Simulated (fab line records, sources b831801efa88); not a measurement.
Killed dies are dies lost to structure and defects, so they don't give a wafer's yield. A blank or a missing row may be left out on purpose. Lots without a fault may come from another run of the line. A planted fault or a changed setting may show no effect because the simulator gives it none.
Split-lot experiment | flow sky130 | 5 lots, 23 wafers read, on a route of 708 steps

THE SPLIT
At SKY_METAL2_EXPOSE_12 (exposes mask MM2, target cd 140 nm), the setting dose_mj was moved away from the recipe's 28 on 4 of the 23 wafers read, by -4.7% to +7.1%. The other wafers ran this setting at the recipe's value.

FROM THE SPLIT TO THE READING: what the file shows between them, 2 steps
- SKY_METAL2_PEB_13
- SKY_METAL2_DEVELOP_14: develop time 60 s

THE READING
cd_nm, in nm, at SKY_METAL2_CD_MEAS_15 (target cd 140 nm). Fault-free wafers of this fab line usually give 140.1 nm, standard deviation 1.2 nm.

wafer  | tool, chamber at the split | dose_mj as run | against the recipe | cd_nm, nm | against lot-mates on the recipe
L074.1 | krf_scanner-01, 0          | 30             | +7.1%              | 125.3     | -14.3
L074.2 | krf_scanner-01, 0          | 30             | +7.1%              | 126.0     | -13.6
L074.3 | krf_scanner-01, 0          | 28             | recipe             | 138.3     | -
L074.4 | krf_scanner-01, 0          | 28             | recipe             | 139.2     | -
L074.6 | krf_scanner-01, 0          | 28             | recipe             | 141.3     | -
L077.1 | krf_scanner-01, 0          | 28             | recipe             | 141.1     | -
L077.2 | krf_scanner-01, 0          | 28             | recipe             | 142.0     | -
L077.4 | krf_scanner-01, 0          | 26.67          | -4.7%              | 150.2     | +8.9
L077.5 | krf_scanner-01, 0          | 28             | recipe             | 140.9     | -
L077.6 | krf_scanner-01, 0          | 26.67          | -4.7%              | 149.3     | +8.0
L081.1 | krf_scanner-02, 0          | 28             | recipe             | 140.4     | -
L081.2 | krf_scanner-02, 0          | 28             | recipe             | 139.3     | -
L081.3 | krf_scanner-02, 0          | 28             | recipe             | 140.4     | -
L081.4 | krf_scanner-02, 0          | 28             | recipe             | 139.3     | -
L081.5 | krf_scanner-02, 0          | 28             | recipe             | 138.2     | -
L084.2 | krf_scanner-01, 0          | 28             | recipe             | 142.1     | -
L084.3 | krf_scanner-01, 0          | 28             | recipe             | 143.3     | -
L084.4 | krf_scanner-01, 0          | 28             | recipe             | 143.0     | -
L084.5 | krf_scanner-01, 0          | 28             | recipe             | 142.8     | -
L084.6 | krf_scanner-01, 0          | 28             | recipe             | 141.2     | -
L085.1 | krf_scanner-02, 0          | 28             | recipe             | 137.8     | -
L085.3 | krf_scanner-02, 0          | 28             | recipe             | 138.1     | -
L085.6 | krf_scanner-02, 0          | 28             | recipe             | 140.3     | -

THE FIT
A straight line over all 23 wafers: cd_nm changes by -2.04 nm for each +1% of dose_mj; r = -0.96; the points scatter about the line by 1.6 nm.
The same after taking each lot's own level away (the mean of its wafers on the recipe; 23 wafers): -1.89 nm for each +1%; r = -0.98; scatter 0.9 nm.
On that fit, the largest move of dose_mj shifts the reading by 14 nm.
The lots' own levels span 138.73 to 142.48 nm, that is 3.1 times the standard deviation above.
So the lot-to-lot level changes the slope little: the two slopes agree.
Check: with one of the wafers moved furthest among these (+7.1%) left out of the fit, the line predicts -13.2 nm for it against its lot-mates. It came out at -14.3 nm against them.

OTHER SPLITS ON THESE WAFERS
These wafers also went through other splits before the reading. Each is held against what the fit with the lots' levels taken away leaves over:
other split on the same wafers   | wafers away from the commonest value | r with cd_nm (lot level and that fit taken away)
SKY_CONTACT_HDPCVD_02 time_s     | 8                                    | +0.04
SKY_CONTACT_CVD_24 pressure_torr | 15                                   | -0.02
SKY_METAL1_SPUTTER_03 time_s     | 7                                    | +0.10
SKY_METAL1_ETCH_18 time_s        | 4                                    | -0.26
SKY_METAL2_COAT_09 resist_thk_nm | 9                                    | +0.25

THE WHOLE CHAIN: every reading that the file lists as answering this split, in the file's order
step                     | what it does                                                                    | reading                                                       | change (the file's fit)              | r (the file's)
SKY_METAL2_CD_MEAS_15    | target cd 140 nm                                                                | cd_nm                                                         | -1.89 nm for each +1% of the setting | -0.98
SKY_METAL2_DESCUM_17     | chemistry O2, time 8 s                                                          | METAL2.cd_nm (the simulator's own value, which no gauge read) | -1.9 nm for each +1% of the setting  | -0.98
SKY_METAL2_METAL_ETCH_19 | etches the open film in Cl2/BCl3, stops on SiO2, target depth 360 nm, time 78 s | METAL2.cd_nm (the simulator's own value, which no gauge read) | -2.04 nm for each +1% of the setting | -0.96

THE FILE'S OWN FIT
cd_nm changes by -1.89 nm for each +1% of dose_mj, r = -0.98.
